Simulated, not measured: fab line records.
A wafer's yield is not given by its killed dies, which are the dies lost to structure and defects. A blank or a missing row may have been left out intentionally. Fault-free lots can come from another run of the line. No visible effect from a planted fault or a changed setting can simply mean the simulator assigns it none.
2 desks looking at one fault ; flow sky130 ; every desk sees just its own numbers, and what lay behind them comes last

== FOR THE TOOL OWNER'S DESK: pvd_sputter-02 ==
The tool's own readings at SKY_CONTACT_SPUTTER_23 (material TiN, target thk 20 nm, time 80 s): means of the sampled wafers that have a number, for each lot that ran on this tool. Marked OUT: a lot whose mean sits more than 4 standard deviations from the usual mean, which makes it out of limits; the brackets give that distance.
Columns: A = chamber_pressure_pa at SKY_CONTACT_SPUTTER_23, usual 5.000 Pa; B = throttle_valve_pct at SKY_CONTACT_SPUTTER_23, usual 30.7 %
lot;first seen here;A;B
L596;day 34 02:21;5.005;30.5
L599;day 35 02:45;5.967 (+88) OUT;27.9
L601;day 35 16:40;5.488 (+44) OUT;29.5
L610;day 38 15:22;4.997;30.5
L612;day 38 23:08;4.998;30.4
This desk's finding: out of limits on L599, L601; first on L599, day 35 02:45 (chamber_pressure_pa at SKY_CONTACT_SPUTTER_23). L596, L610, L612 stayed within limits.

== AT THE METROLOGY DESK ==
Lot by lot, what the gauges showed, no matter which tool ran the lot: averages of those sampled wafers that carry a number. Marked OUT: a lot whose mean sits more than 4 standard deviations from the usual mean, which makes it out of limits; the brackets give that distance.
Columns: A = CONTACT_BOW at SKY_CONTACT_BOW_MEAS_05, usual 83 um
lot;first seen here;A
L590;day 31 10:51;82
L589;day 31 12:26;82
L593;day 31 19:44;84
L596;day 32 22:53;85
L599;day 33 23:49;81
L601;day 34 14:08;82
L603;day 35 06:46;80
L604;day 35 10:49;81
L608;day 37 09:01;83
L606;day 37 11:26;84
L610;day 37 13:06;78
L611;day 37 14:31;93
L612;day 37 20:34;83
This desk's finding: nothing out of limits on any of the 13 lots.

== ALL TOGETHER ==
At day 35 02:45, on L599, L601, the tool owner's desk was in a position to raise an alarm.
At the metrology desk, nothing out of limits was observed.
The metrology desk holds a record of L599, L601, inside its limits.
On pvd_sputter-02, each named lot ran SKY_CONTACT_SPUTTER_23.

== WHAT THE SIMULATOR PUT IN ==
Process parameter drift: pvd_sputter-02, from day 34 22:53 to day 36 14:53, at SKY_CONTACT_SPUTTER_23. Setting chamber_pressure_pa shifted by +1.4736 from 5. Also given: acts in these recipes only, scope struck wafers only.
Lots struck among those shown: L599, L601.
Time in hours from fault onset to the first out-of-limits reading at each desk: the tool owner's desk, 4.
